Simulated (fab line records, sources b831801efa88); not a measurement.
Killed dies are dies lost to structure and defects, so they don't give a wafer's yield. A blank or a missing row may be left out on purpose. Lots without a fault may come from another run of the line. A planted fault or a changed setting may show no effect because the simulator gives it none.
fab line records | flow sky130
record lots=6 wafers=18 last_day=50
route steps=708 shown VT_ADJUST_LVTN@104 PAD_OPEN@708
lots that met no fault: from a run of the same line without faults
start_h: hours from the record's first day to the start of the lot's first wafer shown | wait_h: hours since the lot's step before | " the same as in the row above | L1.1+2: a row that stands for several wafers | - no value, or no start given | * or withheld: withheld | < > ~ a bound
route shown NAME@n: a module of which the file shows steps, and the number in the route of the first | usual: mean/standard deviation of fault-free wafers | same: alike in all rows | chamber/n: place in a boat | sites: the reading at each site | _std_site: their standard deviation | _edge_site: outer sites' mean less inner sites' | radius_mm: how far each site lies from the wafer's centre | mask NAME#n: copy n | behind: the tool/chamber that last shaped the wafer | hold: why the lot was held/for how many hours/how that ended | device: the transistor (n, p or np) that didn't switch | end of line: the same wafers' tests at the end of the route | a step without rows: its recipe alone | killed: dies lost to structure and defects at the first sort, not the wafer's yield | map: a wafer's dies, x killed, . not, _ none there
set.NAME: the setting as run; set.NAME@STEP: as run at that earlier step | model.NAME: the simulator's own value behind a step, which no gauge read
lots at some steps of the route; a table a step, a row a wafer
services: from which hour (start_h, from the record's first day; less than 0 if before it) a tool's chamber was out of use, for how many hours, and why
## steps
# step SKY_VT_ADJUST_LVTN_OVL_MEAS_07
# usual VT_ADJUST_LVTN_OVL=0.9/1.4
# columns lot.wafer tool chamber start_h wait_h VT_ADJUST_LVTN_OVL[nm]
L903.1 overlay-02 - 195.56 - 1.6
L903.4 " - " " 3.4
L903.6 " - " " 1.9
L906.1 overlay-02 - 207.96 - 3.0
L906.2 " - " " 1.2
L906.5 " - " " 3.6
L911.1 overlay-01 - 250.06 - -0.8
L911.4 " - " " -0.4
L911.6 " - " " -0.6
L912.1 overlay-01 - 253.16 - 1.1
L912.4 " - " " 4.1
L912.5 " - " " 0.9
L913.1 overlay-02 - 263.61 - -0.1
L913.2 " - " " 1.6
L913.3 " - " " 0.6
L917.1 overlay-02 - 290.71 - 0.5
L917.3 " - " " -2.9
L917.4 " - " " 0.3
# step SKY_VT_ADJUST_LVTN_IMPLANT_08
# recipe species=B energy_kev=30 dose_cm2=1.57e+12 tilt_deg=withheld
# step SKY_VT_ADJUST_LVTN_STRIP_09
# recipe chemistry=O2/N2 power_w=1400 pressure_mtorr=1500 platen_temp_c=withheld o2_flow_sccm=3000 n2_flow_sccm=300 overash_fraction=0.5
# usual drypump_motor_current_A=5.8/0.46 oes_product_au=0.722/0.0046 strip_time_to_endpoint_s=36.95/0.095
# columns lot.wafer tool chamber start_h wait_h drypump_motor_current_A oes_product_au rf_hours_counter_h strip_time_to_endpoint_s
L903.1 plasma_asher-01 1 195.74 0.1 5.8 0.723 8 37.15
L903.4 " 1 " " 5.8 0.718 - 37.09
L903.6 " 0 " " 6.7 0.719 - 37.10
L906.1 plasma_asher-04 1 208.14 0.1 6.1 0.732 47 36.85
L906.2 " 0 " " 5.7 0.720 47 36.94
L906.5 " 1 " " 6.1 0.725 - 36.87
L911.1 plasma_asher-03 0 250.24 0.1 5.6 0.720 59 37.06
L911.4 " 0 " " 5.6 0.727 - 36.96
L911.6 " 0 " " 5.6 0.717 - 37.03
L912.1 plasma_asher-03 1 253.34 0.1 5.3 0.728 59 37.04
L912.4 " 1 " " 5.3 0.727 - 37.13
L912.5 " 0 " " 5.6 0.724 - 36.96
L913.1 plasma_asher-04 1 263.79 0.1 6.1 0.722 52 36.85
L913.2 " 0 " " 5.7 0.729 52 36.92
L913.3 " 0 " " 5.7 0.717 - 36.94
L917.1 plasma_asher-03 1 290.89 0.1 5.2 0.713 62 37.12
L917.3 " 0 " " 5.7 0.723 - 37.02
L917.4 " 1 " " 5.3 0.719 - 37.09
# step SKY_VT_ADJUST_LVTN_TW_MEAS_10
# usual VT_ADJUST_LVTN_TW=240.5/1.3
# columns lot.wafer tool chamber start_h wait_h VT_ADJUST_LVTN_TW
L903.1 film_metro-04 - 195.84 0.1 241.3
L903.4 " - " " 240.7
L903.6 " - " " 240.2
L906.1 film_metro-04 - 208.24 0.1 240.9
L906.2 " - " " 240.3
L906.5 " - " " 241.7
L911.1 film_metro-04 - 250.34 0.1 240.3
L911.4 " - " " 239.5
L911.6 " - " " 240.0
L912.1 film_metro-01 - 253.44 0.1 238.0
L912.4 " - " " 238.2
L912.5 " - " " 240.0
L913.1 film_metro-01 - 263.89 0.1 238.1
L913.2 " - " " 238.2
L913.3 " - " " 238.0
L917.1 film_metro-01 - 290.99 0.1 240.2
L917.3 " - " " 239.8
L917.4 " - " " 240.3
# step SKY_VT_ADJUST_LVTN_DEHYDRATE_11
# recipe temp_c=200 time_s=60
# step SKY_VT_ADJUST_LVTN_HMDS_12
# recipe prime_time_s=60 prime_temp_c=120
# step SKY_VT_ADJUST_LVTN_COAT_13
# recipe resist=NOVOLAK spin_rpm=3000 resist_thk_nm=1140
# step SKY_VT_ADJUST_LVTN_SOFTBAKE_14
# recipe temp_c=90 time_s=60 resist=NOVOLAK
# step SKY_VT_ADJUST_LVTN_EXPOSE_15
# recipe mask_id=HVN_STD_DERIVED na=0.6 source_shape=conventional sigma_outer=0.6 polarization=unpolarized target_cd_nm=600 dose_mj=163
# step SKY_VT_ADJUST_LVTN_PEB_16
# recipe temp_c=withheld time_s=* resist=NOVOLAK
# step SKY_VT_ADJUST_LVTN_DEVELOP_17
# recipe resist=NOVOLAK developer=TMAH develop_time_s=60 dev_temp_c=23
# step SKY_VT_ADJUST_LVTN_OVL_MEAS_18
# usual VT_ADJUST_LVTN_01_OVL=0.3/1.3
# columns lot.wafer tool chamber start_h wait_h VT_ADJUST_LVTN_01_OVL[nm]
L903.1 overlay-02 - 217.63 0.1 1.4
L903.4 " - " " 1.3
L903.6 " - " " 1.3
L906.1 overlay-02 - 230.66 0.1 -0.8
L906.2 " - " " -0.8
L906.5 " - " " 0.5
L911.1 overlay-01 - 274.23 0.1 1.1
L911.4 " - " " 2.3
L911.6 " - " " 1.3
L912.1 overlay-01 - 276.63 0.1 1.7
L912.4 " - " " 0.9
L912.5 " - " " -0.2
L913.1 overlay-02 - 288.36 0.1 1.8
L913.2 " - " " 0.4
L913.3 " - " " 1.9
L917.1 overlay-01 - 316.03 0.1 -1.3
L917.3 " - " " 0.2
L917.4 " - " " -0.6
# step SKY_VT_ADJUST_LVTN_IMPLANT_19
# recipe species=B energy_kev=30 dose_cm2=6.5e+11 tilt_deg=withheld
# usual beam_on_s=10.01/0.21 dose_ions_cm2=6.5e+11/6.3e+08 end_station_pressure_torr=4.99e-06/2.7e-07 faraday_current_uA=3.66/0.075
# same implant_ion_amu=11
# columns lot.wafer tool chamber start_h wait_h beam_on_s dose_ions_cm2 end_station_pressure_torr faraday_current_uA
L903.1 implanter-02 0 217.67 0.0 9.84 6.5e+11 5.34e-06 3.71
L903.4 " 0 " " 9.99 6.51e+11 4.86e-06 3.68
L903.6 " 0 " " 10.04 6.495e+11 5.31e-06 3.65
L906.1 implanter-01 0 230.69 0.0 10.17 6.502e+11 5.22e-06 3.59
L906.2 " 0 " " 10.16 6.499e+11 5.28e-06 3.61
L906.5 " 0 " " 9.97 6.497e+11 4.71e-06 3.67
L911.1 implanter-02 0 274.27 0.0 9.70 6.504e+11 5.02e-06 3.80
L911.4 " 0 " " 10.03 6.497e+11 4.87e-06 3.64
L911.6 " 0 " " 9.84 6.483e+11 4.58e-06 3.72
L912.1 implanter-01 0 276.67 0.0 10.01 3.987e+11 4.66e-06 2.24
L912.4 " 0 " " 10.40 3.982e+11 5.42e-06 2.16
L912.5 " 0 " " 9.67 3.985e+11 5.17e-06 2.31
L913.1 implanter-01 0 288.39 0.0 10.18 3.989e+11 4.68e-06 2.21
L913.2 " 0 " " 10.11 3.985e+11 4.62e-06 2.21
L913.3 " 0 " " 10.03 3.988e+11 5.02e-06 2.24
L917.1 implanter-02 0 316.07 0.0 9.97 6.504e+11 5e-06 3.67
L917.3 " 0 " " 10.23 6.505e+11 5e-06 3.58
L917.4 " 0 " " 10.08 6.512e+11 5.7e-06 3.66
# step SKY_VT_ADJUST_LVTN_STRIP_20
# recipe chemistry=O2/N2 power_w=1400 pressure_mtorr=1500 platen_temp_c=withheld o2_flow_sccm=3000 n2_flow_sccm=300 overash_fraction=0.5
# usual drypump_motor_current_A=5.9/0.48 oes_product_au=0.715/0.0048 strip_time_to_endpoint_s=14.19/0.043
# columns lot.wafer tool chamber start_h wait_h drypump_motor_current_A oes_product_au rf_hours_counter_h strip_time_to_endpoint_s
L903.1 plasma_asher-04 0 217.82 0.1 5.7 0.716 48 14.21
L903.4 " 1 " " 6.1 0.709 - 14.18
L903.6 " 1 " " 6.1 0.721 - 14.24
L906.1 plasma_asher-03 1 230.84 0.1 5.3 0.716 57 14.11
L906.2 " 0 " " 5.6 0.722 57 14.10
L906.5 " 1 " " 5.3 0.719 - 14.14
L911.1 plasma_asher-04 0 274.42 0.1 5.7 0.716 54 14.19
L911.4 " 1 " " 6.1 0.724 - 14.17
L911.6 " 0 " " 5.7 0.722 - 14.15
L912.1 plasma_asher-01 0 276.82 0.1 6.7 0.715 17 14.22
L912.4 " 1 " " 5.8 0.722 - 14.22
L912.5 " 0 " " 6.7 0.714 - 14.23
L913.1 plasma_asher-01 0 288.54 0.1 6.7 0.719 18 14.19
L913.2 " 1 " " 5.7 0.730 18 14.20
L913.3 " 0 " " 6.8 0.715 - 14.22
L917.1 plasma_asher-04 1 316.22 0.1 6.1 0.721 57 14.23
L917.3 " 1 " " 6.1 0.719 - 14.24
L917.4 " 0 " " 5.7 0.717 - 14.26
# step SKY_VT_ADJUST_LVTN_TW_MEAS_21
# usual VT_ADJUST_LVTN_2_TW=187.5/1.1
# columns lot.wafer tool chamber start_h wait_h hold VT_ADJUST_LVTN_2_TW
L903.1 film_metro-04 - 217.92 0.1 - 186.9
L903.4 " - " " - 186.9
L903.6 " - " " - 186.0
L906.1 film_metro-02 - 230.94 0.1 - 188.9
L906.2 " - " " - 189.3
L906.5 " - " " - 189.3
L911.1 film_metro-01 - 274.52 0.1 - 186.0
L911.4 " - " " - 187.2
L911.6 " - " " - 187.0
L912.1 film_metro-02 - 276.92 0.1 await_dispo/0.2h/release 165.5
L912.4 " - " " await_dispo/0.2h/release 164.5
L912.5 " - " " await_dispo/0.2h/release 165.1
L912.1 film_metro-02 - 277.15 0.2 - 166.1
L912.4 " - " " - 164.4
L912.5 " - " " - 164.9
L913.1 film_metro-04 - 288.64 0.1 await_dispo/0.2h/release 163.9
L913.2 " - " " await_dispo/0.2h/release 163.4
L913.3 " - " " await_dispo/0.2h/release 162.2
L913.1 film_metro-04 - 288.87 0.2 - 163.2
L913.2 " - " " - 163.6
L913.3 " - " " - 162.9
L917.1 film_metro-02 - 316.32 0.1 - 187.4
L917.3 " - " " - 188.1
L917.4 " - " " - 187.3
# step SKY_PAD_OPEN_PROBE_99
# usual killed_at_M0_to_M3=44/7.2 killed_at_M4_up=2.9/1.8 killed_at_contacts=24/5.6 killed_at_front_end=15/4.2 killed_at_other=0.4/0.71 killed_dies=86/9.2 killed_on_rim=16/3.6 killed_open=47/7.2 killed_short=39/5.7
# same gross_dies=492 killed_at_back_side=0
# columns lot.wafer tool chamber start_h wait_h killed_at_M0_to_M3 killed_at_M4_up killed_at_contacts killed_at_front_end killed_at_other killed_dies killed_on_rim killed_open killed_short model.etest.res_pwell_under_gate.rs_ohm_sq model.etest.nfet_g5v0d10v5.body_rise_v model.etest.nfet_16v.body_rise_v model.etest.nfet_g5v0d10v5.vt_sat_v model.etest.nfet_g5v0d10v5.vt_v model.etest.nfet_16v.vt_v model.etest.nfet_g5v0d10v5.vt_long_v
L903.1 prober-02 - 1130.53 0.1 39 4 31 15 1 90 17 55 35 2292 0.6568 0.6506 0.7607 0.8172 0.7564 0.8011
L903.4 prober-02 - 1130.68 0.2 44 2 21 15 0 82 10 43 39 2284 0.6513 0.6487 0.7495 0.8063 0.7439 0.7884
L903.6 prober-02 - 1130.78 0.2 45 3 21 17 0 86 18 50 36 2274 0.6529 0.6486 0.7479 0.8049 0.752 0.7952
L906.1 prober-02 - 1143.07 0.1 41 2 28 24 0 95 24 55 40 2288 0.6661 0.662 0.7613 0.8217 0.7612 0.8053
L906.2 prober-02 - 1143.12 0.1 54 4 20 14 0 92 18 47 45 2289 0.6685 0.667 0.7536 0.8126 0.7673 0.809
L906.5 prober-02 - 1143.27 0.2 29 5 20 14 0 68 17 39 28 2283 0.6636 0.6602 0.7625 0.8245 0.7637 0.809
L911.1 prober-02 - 1172.83 0.1 48 0 20 11 1 80 10 41 39 2308 0.6671 0.6642 0.7621 0.8235 0.7672 0.8111
L911.4 prober-02 - 1172.98 0.2 50 4 20 8 0 82 15 44 38 2301 0.6692 0.6685 0.7707 0.8285 0.7773 0.8193
L911.6 prober-02 - 1173.08 0.2 49 3 24 19 0 95 16 47 48 2295 0.6747 0.6696 0.763 0.8217 0.7745 0.817
L912.1 prober-01 - 1174.28 0.1 37 3 18 18 0 76 13 43 33 2333 0.6261 0.6224 0.71 0.7788 0.7416 0.7818
L912.4 prober-01 - 1174.43 0.2 41 4 17 11 0 73 14 49 24 2322 0.6333 0.6278 0.7231 0.7916 0.7452 0.7904
L912.5 prober-01 - 1174.48 0.2 38 2 26 7 0 73 16 36 37 2338 0.6272 0.6237 0.7181 0.7879 0.7414 0.7862
L913.1 prober-02 - 1179.48 0.1 51 2 31 12 0 96 16 56 39 2329 0.628 0.6242 0.7371 0.8074 0.7602 0.8032
L913.2 prober-02 - 1179.53 0.1 64 6 16 13 0 99 21 56 43 2352 0.6268 0.6245 0.7326 0.8001 0.7491 0.7942
L913.3 prober-02 - 1179.58 0.2 52 0 35 11 0 98 23 51 47 2343 0.6227 0.6174 0.731 0.7988 0.7491 0.7945
L917.1 prober-01 - 1200.18 0.1 37 4 22 16 0 79 13 38 40 2273 0.6831 0.6784 0.7881 0.8433 0.7826 0.8278
L917.3 prober-01 - 1200.28 0.2 47 3 19 18 0 87 19 45 41 2290 0.6831 0.678 0.7804 0.8361 0.7811 0.8282
L917.4 prober-01 - 1200.33 0.2 35 4 21 11 1 72 18 41 29 2276 0.6768 0.6747 0.7808 0.8358 0.7734 0.8216
# killed by level:class
L903.1 VIA1:geometric_particle:open=14 LI_CONTACT:geometric_particle:open=10 CONTACT:geometric_particle:open=10 CONTACT:geometric_particle:short=8 FIELD_ISO:geometric_particle:open=5 VIA2:geometric_particle:open=5 POLY_GATE:geometric_particle:short=3 VIA3:geometric_particle:open=3
L903.4 VIA1:geometric_particle:open=11 VIA2:geometric_particle:open=8 LI_CONTACT:geometric_particle:open=7 VIA1:geometric_particle:short=7 LOCAL_INTERCONNECT:geometric_particle:short=6 METAL1:geometric_particle:short=6 FIELD_ISO:geometric_particle:open=4 CONTACT:geometric_particle:short=4
L903.6 VIA1:geometric_particle:open=12 LI_CONTACT:geometric_particle:open=9 CONTACT:geometric_particle:open=8 VIA3:geometric_particle:open=7 METAL1:geometric_particle:short=6 METAL2:geometric_particle:short=6 FIELD_ISO:geometric_particle:short=5 METAL3:geometric_particle:short=5
L906.1 CONTACT:geometric_particle:open=11 FIELD_ISO:geometric_particle:open=10 VIA1:geometric_particle:open=10 FIELD_ISO:geometric_particle:short=6 LI_CONTACT:geometric_particle:short=6 VIA2:geometric_particle:open=6 LI_CONTACT:geometric_particle:open=5 CONTACT:geometric_particle:short=5
L906.2 VIA2:geometric_particle:open=11 VIA1:geometric_particle:open=11 FIELD_ISO:geometric_particle:short=7 VIA1:geometric_particle:short=7 LI_CONTACT:geometric_particle:open=7 METAL1:geometric_particle:short=7 LOCAL_INTERCONNECT:geometric_particle:short=5 VIA3:geometric_particle:open=5
L906.5 CONTACT:geometric_particle:open=6 LI_CONTACT:geometric_particle:open=5 VIA1:geometric_particle:short=5 POLY_GATE:geometric_particle:open=4 LI_CONTACT:geometric_particle:short=4 VIA2:geometric_particle:open=4 METAL1:geometric_particle:open=4 VIA1:geometric_particle:open=4
L911.1 VIA1:geometric_particle:open=10 METAL1:geometric_particle:short=9 VIA1:geometric_particle:short=9 CONTACT:geometric_particle:open=7 LI_CONTACT:geometric_particle:open=6 VIA2:geometric_particle:open=6 LI_CONTACT:geometric_particle:short=4 FIELD_ISO:geometric_particle:short=3
L911.4 VIA1:geometric_particle:open=16 VIA2:geometric_particle:open=8 CONTACT:geometric_particle:open=6 CONTACT:geometric_particle:short=5 FIELD_ISO:geometric_particle:short=4 LI_CONTACT:geometric_particle:open=4 VIA1:geometric_particle:short=4 METAL2:geometric_particle:short=4
L911.6 VIA1:geometric_particle:open=18 FIELD_ISO:geometric_particle:open=8 METAL2:geometric_particle:short=8 CONTACT:geometric_particle:open=8 CONTACT:geometric_particle:short=6 LI_CONTACT:geometric_particle:short=4 METAL1:geometric_particle:short=4 VIA1:geometric_particle:short=4
L912.1 VIA1:geometric_particle:open=8 CONTACT:geometric_particle:open=7 VIA3:geometric_particle:open=7 FIELD_ISO:geometric_particle:open=6 FIELD_ISO:geometric_particle:short=6 VIA1:geometric_particle:short=6 LI_CONTACT:geometric_particle:open=5 POLY_GATE:geometric_particle:short=4
L912.4 VIA1:geometric_particle:open=14 CONTACT:geometric_particle:open=10 VIA3:geometric_particle:open=9 FIELD_ISO:geometric_particle:open=3 METAL1:geometric_particle:short=3 VIA1:geometric_particle:short=3 METAL2:geometric_particle:short=3 VIA2:geometric_particle:open=3
L912.5 VIA1:geometric_particle:open=8 CONTACT:geometric_particle:open=7 METAL2:geometric_particle:short=7 VIA3:geometric_particle:open=7 CONTACT:geometric_particle:short=6 LI_CONTACT:geometric_particle:open=5 LOCAL_INTERCONNECT:geometric_particle:short=5 LI_CONTACT:geometric_particle:short=3
L913.1 CONTACT:geometric_particle:open=16 VIA1:geometric_particle:open=11 VIA3:geometric_particle:open=8 VIA2:geometric_particle:open=8 METAL1:geometric_particle:short=7 CONTACT:geometric_particle:short=5 LI_CONTACT:geometric_particle:short=5 LI_CONTACT:geometric_particle:open=5
L913.2 VIA1:geometric_particle:open=16 VIA2:geometric_particle:open=10 METAL1:geometric_particle:short=8 VIA3:geometric_particle:open=8 CONTACT:geometric_particle:open=6 METAL2:geometric_particle:short=5 LI_CONTACT:geometric_particle:open=4 VIA1:geometric_particle:short=4
L913.3 CONTACT:geometric_particle:open=11 VIA3:geometric_particle:open=10 CONTACT:geometric_particle:short=9 VIA2:geometric_particle:open=9 LI_CONTACT:geometric_particle:open=7 METAL1:geometric_particle:short=7 VIA1:geometric_particle:open=7 POLY_GATE:geometric_particle:short=6
L917.1 VIA1:geometric_particle:open=7 CONTACT:geometric_particle:short=6 CONTACT:geometric_particle:open=6 VIA1:geometric_particle:short=6 LI_CONTACT:geometric_particle:open=5 METAL1:geometric_particle:short=5 LOCAL_INTERCONNECT:geometric_particle:short=4 METAL2:geometric_particle:short=4
L917.3 VIA1:geometric_particle:open=13 CONTACT:geometric_particle:open=8 VIA2:geometric_particle:open=8 METAL1:geometric_particle:short=7 METAL2:geometric_particle:short=7 FIELD_ISO:geometric_particle:short=6 FIELD_ISO:geometric_particle:open=5 CONTACT:geometric_particle:short=4
L917.4 VIA1:geometric_particle:open=7 CONTACT:geometric_particle:open=7 METAL1:geometric_particle:open=5 VIA3:geometric_particle:open=5 POLY_GATE:geometric_particle:open=4 LI_CONTACT:geometric_particle:open=4 LOCAL_INTERCONNECT:geometric_particle:short=4 VIA1:geometric_particle:short=4
## services
# columns tool chamber start_h hours kind
implanter-02 - 188.76 2.9 repair
plasma_asher-03 - 204.81 2.8 pm
plasma_asher-03 - 264.34 5.6 repair
plasma_asher-04 - 287.35 3.8 repair
plasma_asher-01 - 309.62 1.1 repair
## key
first_sign step=SKY_VT_ADJUST_LVTN_IMPLANT_19 reading=dose_ions_cm2 direction=down sigmas=99+ usual=* struck=*
effect step=SKY_VT_ADJUST_LVTN_IMPLANT_19 reading=faraday_current_uA direction=down sigmas=19 usual=3.66 struck=2.23
effect step=SKY_VT_ADJUST_LVTN_TW_MEAS_21 reading=visit direction=added
effect step=SKY_VT_ADJUST_LVTN_TW_MEAS_21 reading=VT_ADJUST_LVTN_2_TW direction=down sigmas=22 usual=187.5 struck=164.1
model_effect step=SKY_PAD_OPEN_PROBE_99 value=etest.res_pwell_under_gate.rs_ohm_sq without=2288 struck=2336
met_at SKY_VT_ADJUST_LVTN_IMPLANT_19
struck_wafers L912.1,L912.4,L912.5,L913.1,L913.2,L913.3
tester_left_out L912,L913
onset_between 230.69 276.67
fault kind=process_parameter_drift tool=implanter-01 chamber=- onset_h=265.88 steps=SKY_VT_ADJUST_LVTN_IMPLANT_19 channel=dose_cm2 offset=* shape=step end_h=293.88 acts_in=* stated=*
# tester_left_out: of these lots the tester's yield and bins aren't shown, on N5 and GAA mostly nor the transistor test; their killed dies are dies lost to structure and defects alone, not to doping, threshold or leakage, so they don't give the yield
